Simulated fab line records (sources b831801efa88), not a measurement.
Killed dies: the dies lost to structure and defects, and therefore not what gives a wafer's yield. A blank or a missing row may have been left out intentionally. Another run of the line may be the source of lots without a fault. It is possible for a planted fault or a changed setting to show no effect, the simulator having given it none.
fab line records | flow sky130
[record] lots = 14 | wafers = 42 | lastDay = 50
route steps=708 shown VIA1@460 METAL2@486 VIA2@508
lots with no fault: from the same line, run without faults
startH: the number of hours between the record's first day and the start of the first shown wafer of the lot | waitH: how many hours have passed since the lot's step before this one | " the same as in the row above | L1.1+2: a single row standing in for several wafers | - no value present, or no start provided | * or withheld: withheld | < > ~ a bound
route shown NAME@n: a module of which the file shows steps, and the number in the route of the first | usual: mean/standard deviation taken from wafers without a fault | same: alike in all rows | chamber/n: place in a boat | sites: readings site by site | _std_site: how widely they spread, as a standard deviation | _edge_site: inner sites' mean taken away from outer sites' mean | radiusMm: how far each site lies from the wafer's centre | mask NAME#n: copy n | behind: the most recent tool/chamber to have shaped the wafer | hold: why the lot went on hold/how many hours it stayed there/how the hold came to an end | device: transistor that didn't switch, given as n, p or np | end of line: tests of these same wafers at the route's end | where a step has no rows: the recipe by itself | killed: at the first sort, the dies lost to defects and structure; wafer yield is something else | map: a wafer's dies, x killed, . not, _ none there
set.NAME: the run value of the setting; set.NAME@STEP: its run value at that earlier step | model.NAME: the simulator's own value behind a step, which no gauge read
one table for each step of the route and one row for each wafer, over a sample of lots
services: when a tool's chamber went out of use (startH, in hours from the record's first day, below 0 if earlier), for how many hours, and the reason
[[steps]]
[step SKY_VIA1_CMP_02]
[recipe] material = SiO2 | downForcePsi = 4 | platenRpm = 60 | padVelocityMS = 0.94248
[usual] motorCurrentA = 12.4/1.7 | slurryFlowMlMin = 149.9/0.46
lot.wafer | tool   | chamber | startH | waitH | motorCurrentA | slurryFlowMlMin
L129.4    | cmp-02 | 0       | 782.02 | 0.1   | 10.9          | 149.6
L129.5    | "      | 2       | "      | "     | 13.3          | 149.7
L129.6    | "      | 3       | "      | "     | 11.9          | 150.3
L130.2    | cmp-02 | 2       | 798.92 | 0.4   | 13.7          | 149.8
L130.1    | "      | 3       | "      | "     | 12.4          | 149.2
L130.3    | "      | 0       | "      | "     | 10.8          | 150.0
L133.1    | cmp-01 | 1       | 806.87 | 0.1   | 14.4          | 149.6
L133.2    | "      | 2       | "      | "     | 9.3           | 150.4
L133.5    | "      | 3       | "      | "     | 12.8          | 150.2
L132.3    | cmp-02 | 3       | 808.18 | 0.1   | 12.1          | 150.5
L132.2    | "      | 1       | "      | "     | 11.7          | 149.9
L132.6    | "      | 3       | "      | "     | 12.3          | 149.4
L134.1    | cmp-02 | 0       | 816.27 | 0.1   | 10.7          | 149.4
L134.2    | "      | 3       | "      | "     | 11.8          | 150.2
L134.6    | "      | 0       | "      | "     | 11.3          | 149.8
L135.1    | cmp-02 | 2       | 840.17 | 0.1   | 13.8          | 149.6
L135.3    | "      | 0       | "      | "     | 11.2          | 150.3
L135.6    | "      | 1       | "      | "     | 12.8          | 149.3
L138.1    | cmp-02 | 3       | 855.57 | 0.1   | 12.7          | 149.1
L138.4    | "      | 2       | "      | "     | 13.8          | 149.9
L138.5    | "      | 3       | "      | "     | 12.1          | 149.0
L140.1    | cmp-01 | 2       | 867.00 | 0.1   | 9.6           | 149.5
L140.3    | "      | 3       | "      | "     | 13.4          | 149.5
L140.4    | "      | 0       | "      | "     | 12.9          | 150.8
L141.4    | cmp-01 | 3       | 875.05 | 0.1   | 13.1          | 149.9
L141.3    | "      | 0       | "      | "     | 12.7          | 150.3
L141.6    | "      | 1       | "      | "     | 14.2          | 150.4
L144.4    | cmp-02 | 1       | 895.82 | 0.0   | 12.3          | 149.7
L144.2    | "      | 0       | "      | "     | 10.9          | 150.0
L144.6    | "      | 1       | "      | "     | 12.2          | 149.3
L145.2    | cmp-01 | 2       | 903.97 | 0.0   | 9.3           | 150.1
L145.3    | "      | 1       | "      | "     | 14.7          | 149.2
L145.6    | "      | 3       | "      | "     | 13.4          | 149.8
L147.3    | cmp-01 | 1       | 911.72 | 0.0   | 13.8          | 150.6
L147.2    | "      | 2       | "      | "     | 9.5           | 149.8
L147.5    | "      | 2       | "      | "     | 8.8           | 150.1
L148.1    | cmp-02 | 1       | 920.10 | 0.1   | 12.2          | 150.7
L148.4    | "      | 2       | "      | "     | 14.2          | 150.2
L148.2    | "      | 3       | "      | "     | 13.3          | 149.5
L146.1    | cmp-02 | 0       | 920.42 | 0.1   | 11.1          | 150.0
L146.3    | "      | 2       | "      | "     | 14.3          | 149.4
L146.5    | "      | 1       | "      | "     | 11.7          | 150.4
[step SKY_METAL2_SPUTTER_03]
[recipe] material = Ti | targetThkNm = 5 | powerW = 3000 | timeS = 3.3 | chamberPressurePa = 0.4
[usual] throttleValvePct = 30.1/1
lot.wafer | tool          | chamber | startH | waitH | throttleValvePct
L129.4    | pvdSputter-01 | -       | 810.15 | 0.0   | 29.5
L129.5    | "             | -       | "      | "     | 30.5
L129.6    | "             | -       | "      | "     | 29.5
L130.1    | pvdSputter-01 | -       | 827.23 | 0.0   | 30.1
L130.2    | "             | -       | "      | "     | 31.1
L130.3    | "             | -       | "      | "     | 31.4
L133.1    | pvdSputter-03 | -       | 834.71 | 0.0   | 30.9
L133.2    | "             | -       | "      | "     | 28.7
L133.5    | "             | -       | "      | "     | 31.5
L132.2    | pvdSputter-03 | -       | 836.15 | 0.0   | 28.8
L132.3    | "             | -       | "      | "     | 29.3
L132.6    | "             | -       | "      | "     | 29.5
L134.1    | pvdSputter-02 | -       | 844.39 | 0.0   | 30.4
L134.2    | "             | -       | "      | "     | 30.8
L134.6    | "             | -       | "      | "     | 30.4
L135.1    | pvdSputter-02 | -       | 867.68 | 0.0   | 30.3
L135.3    | "             | -       | "      | "     | 30.9
L135.6    | "             | -       | "      | "     | 30.1
L138.1    | pvdSputter-01 | -       | 884.06 | 0.0   | 29.4
L138.4    | "             | -       | "      | "     | 30.6
L138.5    | "             | -       | "      | "     | 31.4
L140.1    | pvdSputter-02 | -       | 895.63 | 0.0   | 30.7
L140.3    | "             | -       | "      | "     | 30.3
L140.4    | "             | -       | "      | "     | 27.9
L141.3    | pvdSputter-02 | -       | 902.66 | 0.0   | 30.6
L141.4    | "             | -       | "      | "     | 30.0
L141.6    | "             | -       | "      | "     | 30.1
L144.2    | pvdSputter-01 | -       | 922.80 | 0.0   | 29.5
L144.4    | "             | -       | "      | "     | 31.6
L144.6    | "             | -       | "      | "     | 30.3
L145.2    | pvdSputter-02 | -       | 931.12 | 0.0   | 27.8
L145.3    | "             | -       | "      | "     | 30.1
L145.6    | "             | -       | "      | "     | 30.3
L147.2    | pvdSputter-03 | -       | 939.01 | 0.0   | 31.3
L147.3    | "             | -       | "      | "     | 31.8
L147.5    | "             | -       | "      | "     | 31.7
L146.1    | pvdSputter-02 | -       | 946.10 | 0.0   | 30.6
L146.3    | "             | -       | "      | "     | 28.0
L146.5    | "             | -       | "      | "     | 30.3
L148.1    | pvdSputter-03 | -       | 946.12 | 0.0   | 29.7
L148.2    | "             | -       | "      | "     | 31.5
L148.4    | "             | -       | "      | "     | 30.9
[step SKY_METAL2_METAL_ETCH_19]
[recipe] targetDepthA = 3600 | stopOn = SiO2 | overEtchFrac = 0.3 | timeS = 78 | chemistry = Cl2/BCl3 | resistSidewallDeg = 88 | pressureMtorr = 10 | icpW = 900 | biasW = 48.5 | Cl2_flow_sccm = 60 | bcl3FlowSccm = 30
[usual] bcl3FlowSccm = 30.01/0.099 | biasW = 48.51/0.14 | drypumpMotorCurrentA = 5.6/0.33 | oesProductAu = 0.855/0.0057 | throttleValvePct = 22.265/0.009
lot.wafer | tool        | chamber | startH | waitH | bcl3FlowSccm | biasW | drypumpMotorCurrentA | oesProductAu | rfHoursCounterH | throttleValvePct
L129.4    | rieMetal-03 | 1       | 836.39 | 0.1   | 30.22        | 48.68 | 5.4                  | 0.860        | -               | 22.268
L129.5    | "           | 0       | "      | "     | 29.83        | 48.33 | 5.8                  | 0.845        | -               | 22.285
L129.6    | "           | 1       | "      | "     | 30.04        | 48.68 | 5.4                  | 0.855        | -               | 22.252
L130.1    | rieMetal-04 | 0       | 854.31 | 0.0   | 30.05        | 48.69 | 6.0                  | 0.851        | 15              | 22.257
L130.2    | "           | 1       | "      | "     | 30.04        | 48.43 | 5.8                  | 0.855        | 10              | 22.259
L130.3    | "           | 1       | "      | "     | 30.03        | 48.43 | 5.8                  | 0.850        | -               | 22.270
L133.1    | rieMetal-02 | 0       | 861.54 | 0.0   | 30.01        | 48.58 | 5.0                  | 0.858        | 6               | 22.265
L133.2    | "           | 1       | "      | "     | 30.08        | 48.64 | 5.5                  | 0.865        | 17              | 22.250
L133.5    | "           | 0       | "      | "     | 30.10        | 48.63 | 5.0                  | 0.851        | -               | 22.256
L132.2    | rieMetal-04 | 0       | 863.19 | 0.1   | 29.99        | 48.78 | 6.1                  | 0.857        | -               | 22.274
L132.3    | "           | 0       | "      | "     | 29.87        | 48.65 | 6.1                  | 0.860        | -               | 22.268
L132.6    | "           | 0       | "      | "     | 29.98        | 48.76 | 6.1                  | 0.855        | -               | 22.261
L134.1    | rieMetal-02 | 0       | 871.36 | 0.0   | 30.09        | 48.51 | 5.0                  | 0.848        | 7               | 22.253
L134.2    | "           | 1       | "      | "     | 30.02        | 48.57 | 5.5                  | 0.860        | 17              | 22.259
L134.6    | "           | 0       | "      | "     | 30.00        | 48.51 | 5.0                  | 0.856        | -               | 22.263
L135.1    | rieMetal-03 | 1       | 894.26 | 0.0   | 29.99        | 48.42 | 5.4                  | 0.831        | 11              | 22.271
L135.3    | "           | 0       | "      | "     | 30.02        | 48.41 | 5.8                  | 0.852        | -               | 22.272
L135.6    | "           | 0       | "      | "     | 29.98        | 48.38 | 5.8                  | 0.852        | -               | 22.275
L138.1    | rieMetal-04 | 1       | 909.56 | 0.1   | -            | -     | -                    | -            | -               | -
L138.4    | "           | 1       | "      | "     | -            | -     | -                    | -            | -               | -
L138.5    | "           | 1       | "      | "     | -            | -     | -                    | -            | -               | -
L140.1    | rieMetal-04 | 1       | 921.44 | 0.0   | -            | -     | -                    | -            | -               | -
L140.3    | "           | 0       | "      | "     | -            | -     | -                    | -            | -               | -
L140.4    | "           | 1       | "      | "     | -            | -     | -                    | -            | -               | -
L141.3    | rieMetal-04 | 0       | 927.79 | 0.1   | 29.98        | 48.33 | 6.0                  | 0.865        | -               | 22.259
L141.4    | "           | 1       | "      | "     | 29.90        | 48.66 | 5.8                  | 0.868        | -               | 22.253
L141.6    | "           | 1       | "      | "     | 29.83        | 48.44 | 5.9                  | 0.852        | -               | 22.276
L144.2    | rieMetal-02 | 0       | 948.19 | 0.0   | 29.83        | 48.56 | 5.0                  | 0.845        | 12              | 22.276
L144.4    | "           | 0       | "      | "     | 29.96        | 48.52 | 5.0                  | 0.855        | -               | 22.260
L144.6    | "           | 0       | "      | "     | 29.97        | 48.68 | 5.0                  | 0.858        | -               | 22.276
L145.2    | rieMetal-04 | 0       | 955.79 | 0.0   | 29.93        | 48.43 | 6.1                  | 0.860        | 2               | 22.272
L145.3    | "           | 0       | "      | "     | 30.04        | 48.50 | 6.1                  | 0.853        | -               | 22.258
L145.6    | "           | 1       | "      | "     | 30.01        | 48.22 | 5.8                  | 0.846        | -               | 22.281
L147.2    | rieMetal-04 | 1       | 963.71 | 0.0   | 30.11        | 48.37 | 5.8                  | 0.855        | 16              | 22.273
L147.3    | "           | 0       | "      | "     | 29.93        | 48.47 | 6.1                  | 0.859        | -               | 22.271
L147.5    | "           | 1       | "      | "     | 29.98        | 48.36 | 5.8                  | 0.862        | -               | 22.283
L146.1    | rieMetal-04 | 1       | 970.59 | 0.0   | 29.96        | 48.72 | 5.8                  | 0.860        | 17              | 22.266
L146.3    | "           | 1       | "      | "     | 30.06        | 48.67 | 5.9                  | 0.848        | -               | 22.260
L146.5    | "           | 1       | "      | "     | 30.01        | 48.56 | 5.9                  | 0.845        | -               | 22.269
L148.1    | rieMetal-02 | 0       | 971.29 | 0.0   | 30.15        | 48.66 | 5.0                  | 0.844        | 13              | 22.261
L148.2    | "           | 1       | "      | "     | 30.03        | 48.44 | 5.6                  | 0.871        | 2               | 22.261
L148.4    | "           | 0       | "      | "     | 30.14        | 48.55 | 5.1                  | 0.845        | -               | 22.271
[step SKY_METAL2_STRIP_20]
[recipe] chemistry = O2/N2 | powerW = 1400 | pressureMtorr = 1500 | platenTempC = withheld | o2FlowSccm = 3000 | n2FlowSccm = 300 | overashFraction = 0.5
[usual] drypumpMotorCurrentA = 5.95/0.23 | o2FlowSccm = 3002/8.8 | oesProductAu = 0.344/0.0051 | stripTimeToEndpointS = 2.72/0.035
lot.wafer | tool           | chamber | startH | waitH | drypumpMotorCurrentA | o2FlowSccm | oesProductAu | rfHoursCounterH | stripTimeToEndpointS
L129.4    | plasmaAsher-03 | 1       | 836.49 | 0.1   | 6.18                 | 2996       | 0.338        | -               | 2.69
L129.5    | "              | 0       | "      | "     | 5.67                 | 2995       | 0.346        | -               | 2.73
L129.6    | "              | 1       | "      | "     | 6.14                 | 3004       | 0.337        | -               | 2.69
L130.1    | plasmaAsher-01 | 1       | 854.40 | 0.1   | 5.62                 | 3003       | 0.347        | 104             | 2.76
L130.2    | "              | 0       | "      | "     | 6.27                 | 3018       | 0.347        | 104             | 2.74
L130.3    | "              | 0       | "      | "     | 6.29                 | 3009       | 0.341        | -               | 2.75
L133.1    | plasmaAsher-04 | 0       | 861.63 | 0.1   | 6.02                 | 2990       | 0.349        | 44              | 2.76
L133.2    | "              | 1       | "      | "     | 5.90                 | 3000       | 0.339        | 44              | 2.68
L133.5    | "              | 1       | "      | "     | 5.89                 | 3006       | 0.348        | -               | 2.78
L132.2    | plasmaAsher-01 | 0       | 863.34 | 0.1   | 6.29                 | 2993       | 0.347        | 105             | 2.73
L132.3    | "              | 1       | "      | "     | 5.64                 | 2985       | 0.341        | -               | 2.73
L132.6    | "              | 0       | "      | "     | 6.30                 | 2998       | 0.334        | -               | 2.73
L134.1    | plasmaAsher-01 | 1       | 871.45 | 0.1   | 5.65                 | 3004       | 0.349        | 105             | 2.78
L134.2    | "              | 0       | "      | "     | 6.29                 | 2997       | 0.341        | 105             | 2.67
L134.6    | "              | 1       | "      | "     | 5.63                 | 2995       | 0.345        | -               | 2.79
L135.1    | plasmaAsher-03 | 0       | 894.35 | 0.1   | 5.66                 | 3017       | 0.352        | 14              | 2.68
L135.3    | "              | 0       | "      | "     | 5.66                 | 3017       | 0.348        | -               | 2.72
L135.6    | "              | 1       | "      | "     | 6.13                 | 3020       | 0.352        | -               | 2.74
L138.1    | plasmaAsher-01 | 0       | 909.74 | 0.1   | 6.30                 | 3003       | 0.451        | 109             | 5.17
L138.4    | "              | 1       | "      | "     | 5.63                 | 2989       | 0.434        | -               | 5.20
L138.5    | "              | 1       | "      | "     | 5.64                 | 2993       | 0.443        | -               | 5.20
L140.1    | plasmaAsher-04 | 1       | 921.53 | 0.1   | 5.92                 | 2999       | 0.450        | 50              | 5.20
L140.3    | "              | 0       | "      | "     | 6.03                 | 3013       | 0.451        | -               | 5.17
L140.4    | "              | 1       | "      | "     | 5.91                 | 3003       | 0.445        | -               | 5.19
L141.3    | plasmaAsher-01 | 0       | 927.88 | 0.1   | 6.27                 | 3007       | 0.334        | -               | 2.67
L141.4    | "              | 1       | "      | "     | 5.64                 | 3008       | 0.328        | -               | 2.72
L141.6    | "              | 1       | "      | "     | 5.66                 | 3010       | 0.340        | -               | 2.74
L144.2    | plasmaAsher-03 | 1       | 948.28 | 0.1   | 6.15                 | 3007       | 0.352        | 19              | 2.79
L144.4    | "              | 1       | "      | "     | 6.17                 | 2993       | 0.346        | -               | 2.76
L144.6    | "              | 0       | "      | "     | 5.64                 | 3014       | 0.344        | -               | 2.77
L145.2    | plasmaAsher-04 | 1       | 955.88 | 0.1   | 5.89                 | 2998       | 0.338        | 54              | 2.64
L145.3    | "              | 1       | "      | "     | 5.90                 | 2981       | 0.342        | -               | 2.68
L145.6    | "              | 1       | "      | "     | 5.90                 | 3017       | 0.340        | -               | 2.74
L147.2    | plasmaAsher-01 | 1       | 963.80 | 0.1   | 5.68                 | 3007       | 0.343        | 115             | 2.72
L147.3    | "              | 1       | "      | "     | 5.70                 | 2999       | 0.337        | -               | 2.69
L147.5    | "              | 1       | "      | "     | 5.68                 | 2997       | 0.342        | -               | 2.72
L146.1    | plasmaAsher-01 | 0       | 970.68 | 0.1   | 6.31                 | 2999       | 0.333        | 116             | 2.73
L146.3    | "              | 1       | "      | "     | 5.64                 | 3004       | 0.339        | -               | 2.74
L146.5    | "              | 1       | "      | "     | 5.64                 | 3004       | 0.342        | -               | 2.73
L148.1    | plasmaAsher-03 | 1       | 971.38 | 0.1   | 6.15                 | 2999       | 0.338        | 22              | 2.75
L148.2    | "              | 0       | "      | "     | 5.66                 | 2990       | 0.340        | 22              | 2.71
L148.4    | "              | 0       | "      | "     | 5.65                 | 2997       | 0.347        | -               | 2.79
[step SKY_VIA2_THK_MEAS_01]
[recipe] reads = SiO2_of_VIA2_HDPCVD_00
[usual] VIA2_HDPCVD_THK = 1187/16
lot.wafer | tool         | chamber | startH | waitH | VIA2_HDPCVD_THK[nm]
L129.4    | filmMetro-02 | -       | 837.20 | 0.0   | 1195
L129.5    | "            | -       | "      | "     | 1185
L129.6    | "            | -       | "      | "     | 1195
L130.1    | filmMetro-03 | -       | 855.13 | 0.1   | 1181
L130.2    | "            | -       | "      | "     | 1190
L130.3    | "            | -       | "      | "     | 1164
L133.1    | filmMetro-03 | -       | 862.35 | 0.1   | 1188
L133.2    | "            | -       | "      | "     | 1203
L133.5    | "            | -       | "      | "     | 1198
L132.2    | filmMetro-03 | -       | 864.07 | 0.1   | 1206
L132.3    | "            | -       | "      | "     | 1187
L132.6    | "            | -       | "      | "     | 1193
L134.1    | filmMetro-02 | -       | 872.17 | 0.1   | 1192
L134.2    | "            | -       | "      | "     | 1194
L134.6    | "            | -       | "      | "     | 1175
L135.1    | filmMetro-02 | -       | 895.07 | 0.1   | 1199
L135.3    | "            | -       | "      | "     | 1208
L135.6    | "            | -       | "      | "     | 1190
L141.3    | filmMetro-04 | -       | 928.59 | 0.1   | 1162
L141.4    | "            | -       | "      | "     | 1157
L141.6    | "            | -       | "      | "     | 1171
L144.2    | filmMetro-03 | -       | 949.05 | 0.1   | 1193
L144.4    | "            | -       | "      | "     | 1201
L144.6    | "            | -       | "      | "     | 1183
L145.2    | filmMetro-02 | -       | 956.64 | 0.1   | 1194
L145.3    | "            | -       | "      | "     | 1201
L145.6    | "            | -       | "      | "     | 1192
L147.2    | filmMetro-02 | -       | 964.57 | 0.1   | 1186
L147.3    | "            | -       | "      | "     | 1192
L147.5    | "            | -       | "      | "     | 1200
L146.1    | filmMetro-02 | -       | 971.40 | 0.1   | 1195
L146.3    | "            | -       | "      | "     | 1187
L146.5    | "            | -       | "      | "     | 1182
L148.1    | filmMetro-02 | -       | 972.10 | 0.1   | 1208
L148.2    | "            | -       | "      | "     | 1193
L148.4    | "            | -       | "      | "     | 1205
[[services]]
tool           | chamber | startH | hours | kind
cmp-01         | -       | 782.30 | 0.8   | repair
cmp-01         | -       | 797.15 | 2.5   | repair
rieMetal-02    | 1       | 804.14 | 6.5   | repair
cmp-01         | -       | 805.97 | 0.5   | repair
pvdSputter-03  | -       | 806.46 | 5.6   | repair
pvdSputter-02  | -       | 819.61 | 9.3   | repair
pvdSputter-02  | -       | 821.36 | 15.1  | repair
pvdSputter-01  | -       | 834.76 | 4.5   | repair
plasmaAsher-03 | -       | 847.74 | 0.4   | repair
plasmaAsher-03 | -       | 859.23 | 1.7   | repair
rieMetal-04    | 1       | 859.94 | 6.9   | repair
cmp-01         | -       | 866.27 | 0.6   | repair
pvdSputter-02  | -       | 867.83 | 2.4   | repair
cmp-02         | -       | 870.84 | 2.4   | repair
plasmaAsher-03 | -       | 871.46 | 2.8   | repair
cmp-02         | -       | 881.19 | 3.1   | repair
cmp-01         | -       | 912.25 | 4.0   | pm
plasmaAsher-03 | -       | 916.25 | 6.7   | repair
pvdSputter-01  | -       | 923.44 | 2.4   | repair
pvdSputter-03  | -       | 924.54 | 0.7   | repair
cmp-01         | -       | 927.50 | 0.7   | repair
cmp-01         | -       | 928.57 | 6.1   | pm
plasmaAsher-03 | -       | 942.82 | 0.3   | repair
cmp-02         | -       | 968.46 | 0.4   | repair
[[key]]
[firstSign] step = SKY_METAL2_METAL_ETCH_19 | reading = toolRecord | direction = missing
[effect] step = SKY_METAL2_STRIP_20 | reading = stripTimeToEndpointS | direction = up | sigmas = 71 | usual = * | struck = *
metAt SKY_METAL2_METAL_ETCH_19
struckLots L138,L140
laterRowsLeftOut L138.1,L138.4,L138.5,L140.1,L140.3,L140.4
sortLeftOut L138.1,L138.4,L138.5,L140.1,L140.3,L140.4
notActingAt SKY_VIA1_CMP_02,SKY_METAL2_SPUTTER_03,SKY_VIA2_THK_MEAS_01
onsetBetween 863.19 909.56
[fault] kind = skippedStepWhole | tool = rieMetal-04 | chamber = - | onsetH = 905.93 | steps = SKY_METAL2_METAL_ETCH_19 | scope = struckLotsOnly
// sortLeftOut: the simulated sort isn't trusted on such a fault, so these wafers' sort isn't shown, and their yield isn't known
// laterRowsLeftOut: the simulator's readings of these wafers behind a module that went badly wrong aren't trusted and aren't shown, but for the sort
